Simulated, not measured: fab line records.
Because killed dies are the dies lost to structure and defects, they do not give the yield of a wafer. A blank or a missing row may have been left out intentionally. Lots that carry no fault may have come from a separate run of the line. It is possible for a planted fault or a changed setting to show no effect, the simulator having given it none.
Which of the tools did it? | flow gf180mcu | 7 lots, 21 wafers sampled, at 1 step of a route of 602

WHAT EACH GAUGE READ, for each wafer
GF_PSD_OVL_MEAS_08.
lot  | measured     | on         | PSD_OVL (nm)
L787 | day 14 18:32 | overlay-02 | -1.0 -1.3 -1.6
L789 | day 14 23:43 | overlay-02 | -1.6 -2.4 -2.7
L792 | day 16 02:12 | overlay-01 | -2.4 -2.1 -2.4
L794 | day 17 01:00 | overlay-01 | -0.1 -1.1 -0.4
L800 | day 19 02:06 | overlay-01 | 0.0 0.7 1.2
L804 | day 20 11:23 | overlay-01 | -1.5 -2.0 -3.4
L809 | day 22 06:48 | overlay-01 | -1.3 -0.3 -0.9

WHAT TOOL EACH LOT RAN ON (gives the tool, then ch and the chambers of the sampled wafers, and finally the start)
The record shows no process step preceding these readings.

THE ANSWER, worked out from the rows above alone
Rule: usual is defined by the lots themselves. Put in order of their means at a reading, lots are off if they are a third of the lots or fewer, leave a main group of 4 or more, and stand apart from it by a gap of 3 or more times the standard deviation of the main group's means; of several such gaps the widest counts. If all means in a main group match to the digits the tables above print for the reading, that group is not used. Also off: a lot with no number at a reading for which 4 or more lots have one. The other lots that the step has rows for count as sound.
Across all readings shown, no lot is off: no conclusion can be drawn from this.

WHAT THE SIMULATOR HAD INSERTED
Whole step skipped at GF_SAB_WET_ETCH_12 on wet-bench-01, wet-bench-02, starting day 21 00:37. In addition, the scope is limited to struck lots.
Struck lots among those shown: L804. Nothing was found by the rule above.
